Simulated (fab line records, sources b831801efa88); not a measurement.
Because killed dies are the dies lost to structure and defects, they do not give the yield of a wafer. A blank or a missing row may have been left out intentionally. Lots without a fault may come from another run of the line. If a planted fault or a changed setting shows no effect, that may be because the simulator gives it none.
Which tool did it? || flow gf180mcu || 12 lots, 36 wafers sampled, at 2 steps of a route of 602

WHAT THE GAUGES SHOWED, per wafer
GF_V3_THK_MEAS_03. Usual: V3_CVD_02_THK gives 844 nm (standard deviation 11).
{"lot": "L604", "measured": "day 21 03:24", "on": "film_metro-02", "V3_CVD_02_THK (nm)": "841 841 849", "flag": ""}
{"lot": "L606", "measured": "day 21 20:59", "on": "film_metro-01", "V3_CVD_02_THK (nm)": "837 845 845", "flag": ""}
{"lot": "L607", "measured": "day 22 16:30", "on": "film_metro-03", "V3_CVD_02_THK (nm)": "838 842 858", "flag": ""}
{"lot": "L608", "measured": "day 22 23:31", "on": "film_metro-02", "V3_CVD_02_THK (nm)": "835 846 854", "flag": ""}
{"lot": "L611", "measured": "day 23 16:48", "on": "film_metro-02", "V3_CVD_02_THK (nm)": "834 843 841", "flag": ""}
{"lot": "L612", "measured": "day 24 12:19", "on": "film_metro-01", "V3_CVD_02_THK (nm)": "844 850 859", "flag": ""}
{"lot": "L613", "measured": "day 24 13:46", "on": "film_metro-01", "V3_CVD_02_THK (nm)": "851 829 848", "flag": ""}
{"lot": "L614", "measured": "day 24 20:50", "on": "film_metro-03", "V3_CVD_02_THK (nm)": "847 833 841", "flag": ""}
{"lot": "L615", "measured": "day 25 07:22", "on": "film_metro-03", "V3_CVD_02_THK (nm)": "840 853 861", "flag": ""}
{"lot": "L620", "measured": "day 27 03:16", "on": "film_metro-02", "V3_CVD_02_THK (nm)": "828 823 841", "flag": ""}
{"lot": "L624", "measured": "day 28 04:10", "on": "film_metro-03", "V3_CVD_02_THK (nm)": "832 829 849", "flag": ""}
{"lot": "L627", "measured": "day 28 22:25", "on": "film_metro-01", "V3_CVD_02_THK (nm)": "837 840 856", "flag": ""}

TOOL THAT RAN EACH LOT (tool first, then ch and the chambers of the sampled wafers, then the start)
{"lot": "L604", "GF_M3_SPUTTER_01": "pvd_sputter-03, day 20 02:43"}
{"lot": "L606", "GF_M3_SPUTTER_01": "pvd_sputter-03, day 20 19:38"}
{"lot": "L607", "GF_M3_SPUTTER_01": "pvd_sputter-04, day 21 15:52"}
{"lot": "L608", "GF_M3_SPUTTER_01": "pvd_sputter-03, day 21 23:23"}
{"lot": "L611", "GF_M3_SPUTTER_01": "pvd_sputter-01, day 22 16:28"}
{"lot": "L612", "GF_M3_SPUTTER_01": "pvd_sputter-01, day 23 13:10"}
{"lot": "L613", "GF_M3_SPUTTER_01": "pvd_sputter-03, day 23 13:54"}
{"lot": "L614", "GF_M3_SPUTTER_01": "pvd_sputter-03, day 23 22:26"}
{"lot": "L615", "GF_M3_SPUTTER_01": "pvd_sputter-04, day 24 07:52"}
{"lot": "L620", "GF_M3_SPUTTER_01": "pvd_sputter-01, day 26 05:28"}
{"lot": "L624", "GF_M3_SPUTTER_01": "pvd_sputter-04, day 27 07:46"}
{"lot": "L627", "GF_M3_SPUTTER_01": "pvd_sputter-04, day 28 02:14"}
- GF_M3_SPUTTER_01: material TiN, target thk 30 nm, time 25 s.

AS READ BY THE TOOLS THEMSELVES (means over the sampled wafers that have a number; for cases with no such wafer, the mark the record gives instead)
GF_M3_SPUTTER_01. Usual: throttle_valve_pct at 30.3 %, with a standard deviation of 0.75.
{"lot": "L604", "tool": "pvd_sputter-03", "throttle_valve_pct (%)": 30.5, "flag": ""}
{"lot": "L606", "tool": "pvd_sputter-03", "throttle_valve_pct (%)": 30.5, "flag": ""}
{"lot": "L607", "tool": "pvd_sputter-04", "throttle_valve_pct (%)": 30.2, "flag": ""}
{"lot": "L608", "tool": "pvd_sputter-03", "throttle_valve_pct (%)": 30.0, "flag": ""}
{"lot": "L611", "tool": "pvd_sputter-01", "throttle_valve_pct (%)": 31.0, "flag": ""}
{"lot": "L612", "tool": "pvd_sputter-01", "throttle_valve_pct (%)": 30.7, "flag": ""}
{"lot": "L613", "tool": "pvd_sputter-03", "throttle_valve_pct (%)": 30.3, "flag": ""}
{"lot": "L614", "tool": "pvd_sputter-03", "throttle_valve_pct (%)": 29.7, "flag": ""}
{"lot": "L615", "tool": "pvd_sputter-04", "throttle_valve_pct (%)": 29.1, "flag": ""}
{"lot": "L620", "tool": "pvd_sputter-01", "throttle_valve_pct (%)": 30.5, "flag": ""}
{"lot": "L624", "tool": "pvd_sputter-04", "throttle_valve_pct (%)": 29.6, "flag": ""}
{"lot": "L627", "tool": "pvd_sputter-04", "throttle_valve_pct (%)": 29.5, "flag": ""}

THE ANSWER, worked out from the rows above alone
Rule: lot off if the mean of its wafers having a number is beyond 3 standard deviations from the usual mean. Also off: a lot with no number at a reading for which 4 or more lots have one. The other lots that the step has rows for count as sound. After the gauges, taken in route order, come the tools' own readings; for these a lot's mean is taken, as printed above. The first step at which some lot is off is used, and at that step the reading that is off furthest; a lot without a number counts as furthest.
None of the lots is off at any reading shown; this tells nothing.

WHAT THE SIMULATOR HAD INSERTED
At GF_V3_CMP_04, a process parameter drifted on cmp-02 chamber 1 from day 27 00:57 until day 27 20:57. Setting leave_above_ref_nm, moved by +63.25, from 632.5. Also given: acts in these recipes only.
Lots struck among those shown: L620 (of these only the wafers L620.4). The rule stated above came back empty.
